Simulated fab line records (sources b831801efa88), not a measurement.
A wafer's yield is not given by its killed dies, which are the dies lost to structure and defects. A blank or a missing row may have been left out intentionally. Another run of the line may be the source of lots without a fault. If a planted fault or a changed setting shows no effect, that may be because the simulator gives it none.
fab line records | flow sky130
record: lots: 12 wafers: 36 last_day: 50
route steps=708 shown METAL1@454 VIA1@459 METAL3@532 PAD_OPEN@708
lots that met no fault: taken from a fault-free run of the same line
start_h: hours from the record's first day to the start of the lot's first wafer shown | wait_h: time in hours since the lot's previous step | " unchanged from the row above | L1.1+2: several wafers, shown together as one row | - either no value or no given start | * or withheld: withheld | < > ~ a bound
route shown NAME@n: a module of which the file shows steps, and the number in the route of the first | usual: average and standard deviation across the fault-free wafers | same: alike in all rows | chamber/n: place in a boat | sites: per-site readings | _std_site: standard deviation across them | _edge_site: inner sites' mean taken away from outer sites' mean | radius_mm: how far each site lies from the wafer's centre | mask NAME#n: copy n | behind: the most recent tool/chamber to have shaped the wafer | hold: why the lot went on hold/how many hours it stayed there/how the hold came to an end | device: transistor that didn't switch, given as n, p or np | end of line: tests run on the same wafers once the route is complete | step lacking rows: just its recipe | killed: dies that structure and defects cost at the first sort, which is not the same as the wafer's yield | map: dies across one wafer; x = killed, . = not, _ = none there
set.NAME: the setting the step ran with; set.NAME@STEP: the setting that earlier step ran with | model.NAME: the simulator's own value behind a step, which no gauge read
a sample of lots followed through the steps of the route, with each step as a table and each wafer as a row
services: a tool's chamber out of use, with start hour (start_h, from the record's first day; less than 0 if before it), hours out, and reason
== steps ==
step: SKY_METAL1_STRIP_20
recipe: chemistry: O2/N2 power_w: 1400 pressure_mtorr: 1500 platen_temp_c: withheld o2_flow_sccm: 3000 n2_flow_sccm: 300 overash_fraction: 0.5
usual: drypump_motor_current_A: 5.51/0.22 oes_product_au: 0.342/0.0058 strip_time_to_endpoint_s: 2.69/0.072
columns lot.wafer tool chamber start_h wait_h drypump_motor_current_A oes_product_au rf_hours_counter_h strip_time_to_endpoint_s
L332.1 plasma_asher-04 1 767.67 0.1 5.41 0.340 2 2.69
L332.3 " 1 " " 5.38 0.338 - 2.67
L332.6 " 1 " " 5.40 0.336 - 2.71
L333.3 plasma_asher-03 1 777.36 0.1 5.95 0.344 - 2.62
L333.4 " 0 " " 5.44 0.344 - 2.77
L333.5 " 0 " " 5.43 0.337 - 2.63
L334.1 plasma_asher-04 0 785.73 0.1 5.66 0.345 4 2.67
L334.2 " 1 " " 5.42 0.347 4 2.71
L334.5 " 0 " " 5.68 0.340 - 2.68
L335.1 plasma_asher-04 1 796.47 0.1 5.39 0.341 5 2.71
L335.3 " 0 " " 5.69 0.339 - 2.74
L335.4 " 1 " " 5.41 0.336 - 2.70
L336.3 plasma_asher-04 1 800.86 0.1 5.40 0.338 - 2.68
L336.5 " 0 " " 5.70 0.346 - 2.68
L336.6 " 1 " " 5.39 0.342 - 2.67
L345.3 plasma_asher-01 1 872.77 0.1 5.27 0.350 - 2.78
L345.4 " 0 " " 5.48 0.339 - 2.60
L345.5 " 1 " " 5.28 0.342 - 2.78
L346.1 plasma_asher-01 1 879.92 0.1 5.22 0.346 46 2.70
L346.2 " 0 " " 5.46 0.334 46 2.73
L346.3 " 0 " " 5.46 0.339 - 2.71
L348.2 plasma_asher-01 1 906.38 0.1 5.24 0.343 48 2.68
L348.3 " 0 " " 5.47 0.334 - 2.56
L348.4 " 1 " " 5.24 0.349 - 2.68
L347.4 plasma_asher-03 1 908.93 0.1 5.94 0.352 - 2.76
L347.5 " 1 " " 5.95 0.349 - 2.69
L347.6 " 0 " " 5.44 0.343 - 2.77
L351.3 plasma_asher-03 1 917.41 0.1 5.95 0.345 - 2.79
L351.4 " 0 " " 5.45 0.350 - 2.74
L351.6 " 1 " " 5.96 0.346 - 2.75
L349.3 plasma_asher-01 1 920.27 0.1 5.19 0.343 - 2.74
L349.4 " 0 " " 5.47 0.339 - 2.57
L349.5 " 0 " " 5.48 0.349 - 2.60
L354.3 plasma_asher-03 0 939.96 0.1 5.42 0.345 - 2.54
L354.5 " 1 " " 5.95 0.341 - 2.69
L354.6 " 0 " " 5.42 0.333 - 2.56
step: SKY_VIA1_THK_MEAS_01
recipe: reads: SiO2_of_VIA1_HDPCVD_00
usual: VIA1_HDPCVD_THK: 1021/17
columns lot.wafer tool chamber start_h wait_h VIA1_HDPCVD_THK[nm]
L332.1 film_metro-03 - 768.38 0.1 1013
L332.3 " - " " 988
L332.6 " - " " 1019
L333.3 film_metro-03 - 778.15 0.1 1051
L333.4 " - " " 1050
L333.5 " - " " 1019
L334.1 film_metro-03 - 786.52 0.1 1008
L334.2 " - " " 1001
L334.5 " - " " 1018
L335.1 film_metro-02 - 797.25 0.1 1024
L335.3 " - " " 1019
L335.4 " - " " 999
L336.3 film_metro-01 - 801.55 0.1 1040
L336.5 " - " " 1036
L336.6 " - " " 1051
L345.3 film_metro-01 - 873.46 0.1 1010
L345.4 " - " " 1019
L345.5 " - " " 989
L346.1 film_metro-03 - 880.63 0.1 1034
L346.2 " - " " 1019
L346.3 " - " " 1019
L348.2 film_metro-02 - 907.10 0.1 1036
L348.3 " - " " 1049
L348.4 " - " " 1040
L347.4 film_metro-02 - 909.98 0.0 1043
L347.5 " - " " 1005
L347.6 " - " " 1029
L351.3 film_metro-02 - 918.10 0.1 1041
L351.4 " - " " 1048
L351.6 " - " " 1062
L349.3 film_metro-01 - 920.96 0.1 1003
L349.4 " - " " 1022
L349.5 " - " " 1016
L354.3 film_metro-01 - 940.65 0.1 1034
L354.5 " - " " 1024
L354.6 " - " " 1034
step: SKY_METAL3_SPUTTER_00
recipe: material: Ti target_thk_nm: 15 power_w: 3000 time_s: 10 chamber_pressure_pa: 0.4
usual: chamber_pressure_pa: 0.3999/0.00097 throttle_valve_pct: 30.1/0.65
columns lot.wafer tool chamber start_h wait_h chamber_pressure_pa throttle_valve_pct
L332.1 pvd_sputter-04 - 852.03 0.2 0.3994 29.3
L332.3 " - " " 0.4003 29.6
L332.6 " - " " 0.4018 30.9
L333.3 pvd_sputter-04 - 860.71 0.2 0.3994 30.8
L333.4 " - " " 0.4008 29.4
L333.5 " - " " 0.4013 29.7
L334.1 pvd_sputter-04 - 869.59 0.1 0.3870 31.8
L334.2 " - " " 0.3885 30.0
L334.5 " - " " 0.3876 30.3
L335.1 pvd_sputter-04 - 881.00 0.1 0.3865 29.6
L335.3 " - " " 0.3868 29.9
L335.4 " - " " 0.3878 30.2
L336.3 pvd_sputter-04 - 883.58 0.1 0.3879 30.0
L336.5 " - " " 0.3864 29.9
L336.6 " - " " 0.3867 29.4
L345.3 pvd_sputter-04 - 954.71 0.1 0.4010 29.5
L345.4 " - " " 0.3987 29.3
L345.5 " - " " 0.3986 29.9
L346.1 pvd_sputter-01 - 960.13 0.1 0.4010 30.1
L346.2 " - " " 0.3999 30.3
L346.3 " - " " 0.3993 29.7
L348.2 pvd_sputter-01 - 986.48 0.2 0.3995 31.1
L348.3 " - " " 0.3999 29.7
L348.4 " - " " 0.4006 30.3
L347.4 pvd_sputter-02 - 988.16 0.1 0.4013 29.4
L347.5 " - " " 0.3994 30.0
L347.6 " - " " 0.3996 30.5
L351.3 pvd_sputter-02 - 995.13 0.1 0.3996 29.9
L351.4 " - " " 0.4009 29.0
L351.6 " - " " 0.4002 30.2
L349.3 pvd_sputter-01 - 998.72 0.1 0.4016 30.0
L349.4 " - " " 0.4003 29.7
L349.5 " - " " 0.3989 30.3
L354.3 pvd_sputter-01 - 1017.28 0.2 0.3998 30.0
L354.5 " - " " 0.3993 29.5
L354.6 " - " " 0.4000 30.1
step: SKY_METAL3_OVL_MEAS_14
usual: METAL3_OVL: -3/5
columns lot.wafer tool chamber start_h wait_h METAL3_OVL[nm]
L332.1 overlay-01 - 905.03 0.1 -7
L332.3 " - " " -3
L332.6 " - " " -8
L333.3 overlay-01 - 911.88 0.1 -9
L333.4 " - " " -6
L333.5 " - " " -7
L334.1 overlay-01 - 920.60 0.1 -14
L334.2 " - " " -6
L334.5 " - " " -12
L335.1 overlay-02 - 932.52 0.1 1
L335.3 " - " " 1
L335.4 " - " " -6
L336.3 overlay-02 - 935.28 0.1 -1
L336.5 " - " " 0
L336.6 " - " " -2
L345.3 overlay-01 - 1003.14 0.1 5
L345.4 " - " " 4
L345.5 " - " " 8
L346.1 overlay-02 - 1008.97 0.1 0
L346.2 " - " " -3
L346.3 " - " " -5
L348.2 overlay-01 - 1033.83 0.1 -3
L348.3 " - " " 2
L348.4 " - " " -4
L347.4 overlay-01 - 1034.47 0.1 -2
L347.5 " - " " 1
L347.6 " - " " 0
L351.3 overlay-01 - 1041.62 0.1 -7
L351.4 " - " " -3
L351.6 " - " " -5
L349.3 overlay-02 - 1043.74 0.1 -9
L349.4 " - " " -6
L349.5 " - " " -9
L354.3 overlay-02 - 1061.48 0.1 0
L354.5 " - " " -2
L354.6 " - " " -4
step: SKY_PAD_OPEN_PROBE_99
usual: defect_limited_yield: 82.6/1.8 killed_at_M0_to_M3: 44/6.9 killed_at_M4_up: 3.2/1.8 killed_at_contacts: 23/5.2 killed_at_front_end: 15/4.5 killed_at_other: 0.3/0.56 killed_dies: 85/8.8 killed_on_rim: 17/3.5 killed_open: 47/6.7 killed_short: 39/6.4 sort_bin_3_pad_short: 0.8/0.4 sort_bin_5_function: 10.2/1.3 sort_bin_6_memory: 6.4/1.1 sort_n_pass: 407/8.8 sort_yield_pct: 82.6/1.8
same: gross_dies: 492 killed_at_back_side: 0 sort_bin_4_leakage[%]: 0 sort_bin_8_speed[%]: 0
columns lot.wafer tool chamber start_h wait_h defect_limited_yield[%] killed_at_M0_to_M3 killed_at_M4_up killed_at_contacts killed_at_front_end killed_at_other killed_dies killed_on_rim killed_open killed_short sort_bin_3_pad_short[%] sort_bin_5_function[%] sort_bin_6_memory[%] sort_n_pass sort_yield_pct[%]
L332.1 prober-01 - 1079.11 0.1 83.1 47 3 16 17 0 83 18 47 36 1.4 10.0 5.5 409 83.1
L332.3 prober-01 - 1079.21 0.2 84.6 40 2 25 9 0 76 15 40 36 0.4 9.3 5.7 416 84.6
L332.6 prober-01 - 1079.36 0.2 80.9 52 2 22 18 0 94 18 52 40 0.2 12.2 6.7 398 80.9
L333.3 prober-02 - 1084.01 0.2 81.3 45 2 31 13 1 92 20 51 41 1.4 10.4 6.9 400 81.3
L333.4 prober-02 - 1084.06 0.2 83.5 45 4 18 14 0 81 19 34 47 1.2 9.8 5.5 411 83.5
L333.5 prober-02 - 1084.11 0.2 82.7 44 3 20 17 1 85 19 39 46 1.2 9.6 6.5 407 82.7
L334.1 prober-01 - 1090.88 0.1 81.5 44 1 28 18 0 91 21 48 43 0.4 10.4 7.7 401 81.5
L334.2 prober-01 - 1090.93 0.1 88.2 29 1 23 5 0 58 6 37 21 0.8 7.3 3.7 434 88.2
L334.5 prober-01 - 1091.08 0.2 85.4 40 4 24 4 0 72 13 43 29 1.4 8.1 5.1 420 85.4
L335.1 prober-02 - 1102.83 0.1 82.3 49 4 22 12 0 87 16 49 38 0.6 11.4 5.7 405 82.3
L335.3 prober-02 - 1102.93 0.2 81.9 48 1 28 12 0 89 18 53 36 0.4 11.0 6.7 403 81.9
L335.4 prober-02 - 1102.98 0.2 83.5 36 1 24 19 1 81 14 50 31 0.6 11.4 4.5 411 83.5
L336.3 prober-01 - 1104.43 0.2 81.7 41 4 33 12 0 90 20 46 44 0.8 10.8 6.7 402 81.7
L336.5 prober-01 - 1104.53 0.2 82.1 44 4 19 21 0 88 19 49 39 0.2 10.2 7.5 404 82.1
L336.6 prober-01 - 1104.58 0.2 81.1 50 4 25 14 0 93 16 45 48 1.6 9.6 7.7 399 81.1
L345.3 prober-02 - 1157.14 0.2 83.7 39 4 30 6 1 80 14 51 29 0.8 8.3 7.1 412 83.7
L345.4 prober-02 - 1157.19 0.2 82.7 45 3 23 14 0 85 15 47 38 1.2 9.6 6.5 407 82.7
L345.5 prober-02 - 1157.24 0.2 84.3 29 4 27 17 0 77 17 40 37 0.8 8.1 6.7 415 84.3
L346.1 prober-01 - 1162.12 0.1 82.9 39 4 30 11 0 84 20 44 40 0.6 11.4 5.1 408 82.9
L346.2 prober-01 - 1162.17 0.1 81.7 47 6 25 12 0 90 23 50 40 1.8 11.2 5.3 402 81.7
L346.3 prober-01 - 1162.22 0.2 85.2 30 5 28 10 0 73 13 45 28 0.2 10.2 4.5 419 85.2
L348.2 prober-02 - 1180.42 0.1 78.3 41 5 45 16 0 107 23 64 43 1.0 14.4 6.3 385 78.3
L348.3 prober-02 - 1180.47 0.2 79.3 48 6 28 20 0 102 16 52 50 0.6 11.4 8.7 390 79.3
L348.4 prober-02 - 1180.52 0.2 81.1 39 1 35 18 0 93 19 53 40 0.8 12.2 5.9 399 81.1
L347.4 prober-01 - 1181.41 0.2 83.5 44 1 20 15 1 81 17 42 39 0.8 8.3 7.3 411 83.5
L347.5 prober-01 - 1181.46 0.2 78.7 55 2 33 14 1 105 22 62 43 1.0 11.8 8.5 387 78.7
L347.6 prober-01 - 1181.51 0.2 84.3 32 1 18 25 1 77 16 37 40 0.8 8.7 6.1 415 84.3
L351.3 prober-01 - 1185.93 0.2 79.9 48 3 29 19 0 99 22 58 41 1.0 11.2 7.9 393 79.9
L351.4 prober-01 - 1185.98 0.2 80.7 48 2 25 19 1 95 17 49 46 0.4 10.8 8.1 397 80.7
L351.6 prober-01 - 1186.08 0.2 80.7 45 7 27 16 0 95 17 55 40 1.2 11.0 7.1 397 80.7
L349.3 prober-02 - 1188.01 0.2 85.4 36 2 26 7 1 72 10 45 27 0.4 8.3 5.9 420 85.4
L349.4 prober-02 - 1188.06 0.2 81.7 48 6 23 13 0 90 16 52 38 0.4 11.2 6.7 402 81.7
L349.5 prober-02 - 1188.11 0.2 82.5 51 5 20 10 0 86 15 51 35 0.4 9.8 7.3 406 82.5
L354.3 prober-02 - 1200.98 0.5 81.1 52 2 25 14 0 93 13 40 53 1.6 10.2 7.1 399 81.1
L354.5 prober-02 - 1201.08 0.5 83.1 51 2 17 13 0 83 12 39 44 1.2 11.0 4.7 409 83.1
L354.6 prober-02 - 1201.13 0.6 83.7 38 2 20 20 0 80 14 46 34 0.4 9.8 6.1 412 83.7
killed by level:class
L332.1 VIA1:geometric_particle:open=16 FIELD_ISO:geometric_particle:short=7 CONTACT:geometric_particle:open=7 VIA1:geometric_particle:short=6 LI_CONTACT:geometric_particle:open=5 VIA3:geometric_particle:open=5 VIA2:geometric_particle:open=5 METAL1:geometric_particle:short=4
L332.3 VIA1:geometric_particle:open=9 LI_CONTACT:geometric_particle:open=8 VIA3:geometric_particle:open=8 METAL2:geometric_particle:short=8 CONTACT:geometric_particle:short=7 VIA1:geometric_particle:short=4 VIA3:geometric_particle:short=4 FIELD_ISO:geometric_particle:open=3
L332.6 VIA1:geometric_particle:open=11 VIA1:geometric_particle:short=8 VIA3:geometric_particle:open=8 LI_CONTACT:geometric_particle:open=7 METAL2:geometric_particle:short=6 METAL1:geometric_particle:short=5 LOCAL_INTERCONNECT:geometric_particle:short=5 CONTACT:geometric_particle:open=5
L333.3 LI_CONTACT:geometric_particle:open=10 VIA1:geometric_particle:open=10 CONTACT:geometric_particle:open=8 METAL1:geometric_particle:short=7 LOCAL_INTERCONNECT:geometric_particle:short=6 VIA3:geometric_particle:open=6 CONTACT:geometric_particle:short=5 VIA2:geometric_particle:open=5
L333.4 VIA2:geometric_particle:open=10 VIA1:geometric_particle:open=10 CONTACT:geometric_particle:short=7 METAL1:geometric_particle:short=7 VIA1:geometric_particle:short=6 VIA2:geometric_particle:short=6 FIELD_ISO:geometric_particle:short=5 CONTACT:geometric_particle:open=5
L333.5 VIA1:geometric_particle:open=7 FIELD_ISO:geometric_particle:short=6 CONTACT:geometric_particle:open=6 VIA1:geometric_particle:short=6 METAL1:geometric_particle:short=6 CONTACT:geometric_particle:short=5 VIA3:geometric_particle:open=5 POLY_GATE:geometric_particle:short=4
L334.1 VIA3:geometric_particle:open=10 LI_CONTACT:geometric_particle:open=9 CONTACT:geometric_particle:open=8 FIELD_ISO:geometric_particle:short=7 VIA1:geometric_particle:short=6 VIA2:geometric_particle:open=6 POLY_GATE:geometric_particle:short=5 VIA1:geometric_particle:open=5
L334.2 VIA3:geometric_particle:open=9 LI_CONTACT:geometric_particle:open=8 CONTACT:geometric_particle:open=8 VIA1:geometric_particle:short=5 CONTACT:geometric_particle:short=4 VIA1:geometric_particle:open=4 VIA2:geometric_particle:open=4 FIELD_ISO:geometric_particle:open=2
L334.5 VIA3:geometric_particle:open=13 CONTACT:geometric_particle:open=9 LOCAL_INTERCONNECT:geometric_particle:short=5 METAL1:geometric_particle:short=5 VIA1:geometric_particle:open=5 LI_CONTACT:geometric_particle:open=4 CONTACT:geometric_particle:short=4 VIA2:geometric_particle:open=4
L335.1 VIA2:geometric_particle:open=13 VIA1:geometric_particle:open=8 LOCAL_INTERCONNECT:geometric_particle:short=7 LI_CONTACT:geometric_particle:open=6 VIA3:geometric_particle:short=6 FIELD_ISO:geometric_particle:open=4 SPACER:geometric_particle:short=4 CONTACT:geometric_particle:open=4
L335.3 VIA3:geometric_particle:open=12 VIA1:geometric_particle:open=11 CONTACT:geometric_particle:open=9 CONTACT:geometric_particle:short=7 VIA2:geometric_particle:open=6 POLY_GATE:geometric_particle:short=5 POLY_GATE:geometric_particle:open=5 LI_CONTACT:geometric_particle:short=5
L335.4 CONTACT:geometric_particle:open=13 VIA1:geometric_particle:open=9 VIA3:geometric_particle:open=7 FIELD_ISO:geometric_particle:open=5 FIELD_ISO:geometric_particle:short=4 POLY_GATE:geometric_particle:short=4 POLY_GATE:geometric_particle:open=4 METAL1:geometric_particle:short=4
L336.3 CONTACT:geometric_particle:open=10 LI_CONTACT:geometric_particle:open=10 VIA1:geometric_particle:short=8 VIA1:geometric_particle:open=7 VIA2:geometric_particle:open=6 LOCAL_INTERCONNECT:geometric_particle:short=5 METAL2:geometric_particle:short=5 CONTACT:geometric_particle:short=4
L336.5 VIA1:geometric_particle:open=9 CONTACT:geometric_particle:open=8 VIA2:geometric_particle:open=6 POLY_GATE:geometric_particle:open=5 LI_CONTACT:geometric_particle:open=5 VIA1:geometric_particle:short=5 VIA2:geometric_particle:short=5 VIA3:geometric_particle:open=5
L336.6 VIA1:geometric_particle:open=10 VIA1:geometric_particle:short=8 CONTACT:geometric_particle:short=8 CONTACT:geometric_particle:open=8 METAL1:geometric_particle:short=6 METAL2:geometric_particle:short=6 POLY_GATE:geometric_particle:open=5 LI_CONTACT:geometric_particle:open=5
L345.3 CONTACT:geometric_particle:open=14 VIA1:geometric_particle:open=9 VIA2:geometric_particle:open=9 LI_CONTACT:geometric_particle:open=8 VIA3:geometric_particle:open=6 CONTACT:geometric_particle:short=5 VIA1:geometric_particle:short=3 METAL2:geometric_particle:short=3
L345.4 LI_CONTACT:geometric_particle:open=10 METAL1:geometric_particle:short=9 VIA1:geometric_particle:open=9 VIA2:geometric_particle:open=8 CONTACT:geometric_particle:open=7 VIA3:geometric_particle:open=6 FIELD_ISO:geometric_particle:short=5 CONTACT:geometric_particle:short=4
L345.5 CONTACT:geometric_particle:open=9 LI_CONTACT:geometric_particle:open=6 VIA1:geometric_particle:open=6 VIA2:geometric_particle:open=6 POLY_GATE:geometric_particle:short=5 CONTACT:geometric_particle:short=5 METAL1:geometric_particle:short=5 FIELD_ISO:geometric_particle:short=4
L346.1 CONTACT:geometric_particle:open=11 VIA1:geometric_particle:open=10 METAL2:geometric_particle:short=6 VIA3:geometric_particle:open=6 LI_CONTACT:geometric_particle:open=5 LOCAL_INTERCONNECT:geometric_particle:short=5 METAL1:geometric_particle:short=5 FIELD_ISO:geometric_particle:short=4
L346.2 VIA1:geometric_particle:open=14 CONTACT:geometric_particle:open=11 VIA3:geometric_particle:open=8 CONTACT:geometric_particle:short=7 VIA2:geometric_particle:open=7 FIELD_ISO:geometric_particle:short=6 VIA1:geometric_particle:short=4 METAL2:geometric_particle:short=4
L346.3 CONTACT:geometric_particle:open=12 VIA1:geometric_particle:open=9 LI_CONTACT:geometric_particle:open=6 VIA3:geometric_particle:open=5 LOCAL_INTERCONNECT:geometric_particle:short=4 CONTACT:geometric_particle:short=4 VIA2:geometric_particle:open=4 FIELD_ISO:geometric_particle:short=3
L348.2 CONTACT:geometric_particle:open=16 LI_CONTACT:geometric_particle:open=13 VIA2:geometric_particle:open=10 VIA1:geometric_particle:open=8 CONTACT:geometric_particle:short=7 POLY_GATE:geometric_particle:open=6 LI_CONTACT:geometric_particle:short=5 METAL1:geometric_particle:short=5
L348.3 VIA1:geometric_particle:open=13 CONTACT:geometric_particle:open=9 LI_CONTACT:geometric_particle:open=7 METAL2:geometric_particle:short=7 VIA2:geometric_particle:open=7 FIELD_ISO:geometric_particle:short=6 METAL4:geometric_particle:short=5 LOCAL_INTERCONNECT:geometric_particle:short=5
L348.4 CONTACT:geometric_particle:open=16 VIA1:geometric_particle:open=13 LI_CONTACT:geometric_particle:open=7 FIELD_ISO:geometric_particle:short=6 CONTACT:geometric_particle:short=6 LOCAL_INTERCONNECT:geometric_particle:short=5 METAL1:geometric_particle:short=5 VIA2:geometric_particle:open=4
L347.4 VIA3:geometric_particle:open=9 VIA1:geometric_particle:open=8 LI_CONTACT:geometric_particle:open=7 VIA2:geometric_particle:open=6 VIA2:geometric_particle:short=5 METAL2:geometric_particle:short=5 FIELD_ISO:geometric_particle:short=4 POLY_GATE:geometric_particle:short=4
L347.5 CONTACT:geometric_particle:open=13 VIA1:geometric_particle:open=12 VIA3:geometric_particle:open=10 METAL2:geometric_particle:short=9 VIA2:geometric_particle:open=7 LI_CONTACT:geometric_particle:short=6 LI_CONTACT:geometric_particle:open=5 POLY_GATE:geometric_particle:short=4
L347.6 FIELD_ISO:geometric_particle:short=7 LI_CONTACT:geometric_particle:open=6 FIELD_ISO:geometric_particle:open=5 CONTACT:geometric_particle:open=5 METAL2:geometric_particle:short=5 VIA2:geometric_particle:short=5 VIA2:geometric_particle:open=4 METAL3:geometric_particle:short=4
L351.3 CONTACT:geometric_particle:open=13 VIA2:geometric_particle:open=9 POLY_GATE:geometric_particle:open=7 LOCAL_INTERCONNECT:geometric_particle:short=7 VIA3:geometric_particle:open=7 METAL3:geometric_particle:short=7 VIA1:geometric_particle:open=6 POLY_GATE:geometric_particle:short=4
L351.4 VIA2:geometric_particle:open=10 VIA1:geometric_particle:open=7 METAL1:geometric_particle:short=7 VIA3:geometric_particle:open=7 LI_CONTACT:geometric_particle:open=6 CONTACT:geometric_particle:open=6 FIELD_ISO:geometric_particle:short=5 POLY_GATE:geometric_particle:open=5
L351.6 VIA2:geometric_particle:open=13 VIA1:geometric_particle:open=12 CONTACT:geometric_particle:open=9 LOCAL_INTERCONNECT:geometric_particle:short=8 CONTACT:geometric_particle:short=6 VIA3:geometric_particle:open=6 FIELD_ISO:geometric_particle:open=4 FIELD_ISO:geometric_particle:short=4
L349.3 CONTACT:geometric_particle:open=10 LI_CONTACT:geometric_particle:open=7 CONTACT:geometric_particle:short=7 VIA1:geometric_particle:open=7 VIA2:geometric_particle:open=7 METAL2:geometric_particle:short=5 VIA3:geometric_particle:open=5 METAL1:geometric_particle:open=3
L349.4 VIA1:geometric_particle:open=15 VIA3:geometric_particle:open=9 CONTACT:geometric_particle:open=7 LI_CONTACT:geometric_particle:open=7 METAL4:geometric_particle:short=6 FIELD_ISO:geometric_particle:short=5 CONTACT:geometric_particle:short=5 VIA3:geometric_particle:short=5
L349.5 VIA1:geometric_particle:open=16 VIA3:geometric_particle:open=9 CONTACT:geometric_particle:open=8 CONTACT:geometric_particle:short=6 VIA2:geometric_particle:open=6 VIA2:geometric_particle:short=4 VIA1:geometric_particle:short=4 METAL4:geometric_particle:short=4
L354.3 VIA1:geometric_particle:short=13 VIA1:geometric_particle:open=10 CONTACT:geometric_particle:short=7 LI_CONTACT:geometric_particle:short=6 METAL2:geometric_particle:short=6 VIA3:geometric_particle:open=6 CONTACT:geometric_particle:open=5 METAL3:geometric_particle:short=5
L354.5 VIA1:geometric_particle:short=10 VIA2:geometric_particle:open=9 VIA1:geometric_particle:open=8 CONTACT:geometric_particle:open=6 FIELD_ISO:geometric_particle:short=5 METAL1:geometric_particle:short=5 CONTACT:geometric_particle:short=4 METAL2:geometric_particle:short=4
L354.6 LI_CONTACT:geometric_particle:open=13 VIA1:geometric_particle:open=11 METAL2:geometric_particle:short=8 POLY_GATE:geometric_particle:short=6 VIA2:geometric_particle:open=6 POLY_GATE:geometric_particle:open=5 FIELD_ISO:geometric_particle:short=4 FIELD_ISO:geometric_particle:open=3
== services ==
columns tool chamber start_h hours kind
plasma_asher-04 - 755.20 0.5 repair
plasma_asher-04 - 823.87 14.6 pm
pvd_sputter-02 - 842.70 1.3 repair
plasma_asher-01 - 854.19 14.6 pm
pvd_sputter-01 - 887.25 4.3 repair
pvd_sputter-04 - 980.05 17.3 repair
plasma_asher-03 - 990.02 1.0 repair
== key ==
first_sign: step: SKY_METAL3_SPUTTER_00 reading: chamber_pressure_pa direction: down sigmas: 13 usual: 0.3999 struck: 0.3872
effect none on later readings
met_at SKY_METAL3_SPUTTER_00
struck_lots L334,L335,L336
not_acting_at SKY_METAL1_STRIP_20,SKY_VIA1_THK_MEAS_01,SKY_METAL3_OVL_MEAS_14
onset_between 860.71 869.59
fault: kind: process_parameter_drift tool: pvd_sputter-04 chamber: - onset_h: 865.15 steps: SKY_METAL3_SPUTTER_00 channel: chamber_pressure_pa offset: -0.012667 shape: step end_h: 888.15 acts_in: these_recipes_only stated: 0.4
